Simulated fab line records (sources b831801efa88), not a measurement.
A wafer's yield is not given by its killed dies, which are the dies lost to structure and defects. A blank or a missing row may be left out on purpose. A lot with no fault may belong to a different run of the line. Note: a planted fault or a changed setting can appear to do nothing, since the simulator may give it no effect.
Problem report in the 8D (eight disciplines) form, filled by code | flow gf180mcu | the parts of the form that need people (team, actions taken, sign-off) are left out

1. THE PROBLEM
Mean of rf fwd power W at GF_V3_CVD_02: 501.5 W across 2 wafers in 2 lots; on wafers with no fault it is 596.4 W (standard deviation 2.1). That puts it -45 standard deviations away from the usual mean.
The step: deposits SiO2 from TEOS, target thk 850 nm, time 94.851 s.
Earliest sighting: wafer L589.5 on pecvd-01 at day 27 02:24. Wafers with a number at this step in the record: 41, from 14 lots. By rule, "out" or "out of limits" means more than 4 standard deviations away from the usual mean. The other wafers with a number count as sound.

2. WHAT THIS IS AND IS NOT
question                    | is                | is not
which readings at this step | rf fwd power W    | heater power w
which lots                  | L589, L591        | L572, L575, L577, L578, L579, L580, L581, L582, L583, L585, L587, L593
which wafers of those lots  | L589.5, L591.4    | L589.4, L589.6, L591.3, L591.5
read on which tools         | pecvd-01          | pecvd-02, pecvd-03
when                        | from day 27 02:24 | up to then (34 sound wafers); but 5 sound wafers of L591, L593 came after

3. SUSPECTS, AND WHAT RULES EACH OUT
Counting: a tool at a process step up to the reading stays a suspect if it ran every lot that is out. Sound lots after the first of them don't rule it out here, since some wafers of a struck lot are sound.
- pecvd-01 at GF_V3_CVD_02 (deposits SiO2 from TEOS, target thk 850 nm, time 94.851 s): kept. Every lot that is out went through it, the first being L589 (day 27 02:24); the last sound lot it ran before that was L587 (day 26 11:47). Its own readings are out on those wafers: rf fwd power W.
- In pecvd-01 at GF_V3_CVD_02, the wafers that are out were processed in chamber 1 and their sound lot-mates in chambers 0, 2.
The count leaves pecvd-01 at GF_V3_CVD_02.

4. THE CAUSE (what the simulator had put in)
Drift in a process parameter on pecvd-01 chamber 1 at GF_V3_CVD_02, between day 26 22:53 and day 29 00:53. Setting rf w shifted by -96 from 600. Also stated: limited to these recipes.
Only this tool survived the counting.

5. SEQUENCE OF EFFECTS, ordered by route
One row per reading whose mean, taken over the struck wafers that have a number, lies over 3 standard deviations from the usual. Scope: only readings with a usual standard deviation given in the record; hours: median across lots of the time from each lot's start at the first step in this table that gives one to its start at this step; sigmas: change in usual standard deviations.
hours | step         | reading        | usual   | on struck wafers | change | sigmas
0     | GF_V3_CVD_02 | rf fwd power W | 596.4 W | 501.5            | -94.9  | -45
Its process steps:
- GF_V3_CVD_02: deposits SiO2 from TEOS, target thk 850 nm, time 94.851 s.
At these later measuring or inspecting steps, every struck wafer for which the step has a row has a number for every such reading, and none has moved that far: GF_V3_BOW_MEAS_05.

6. HOW IT WOULD HAVE BEEN CAUGHT EARLIER
In this record the first reading out of limits was taken at day 27 02:24, 4 hours after the fault began at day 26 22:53.
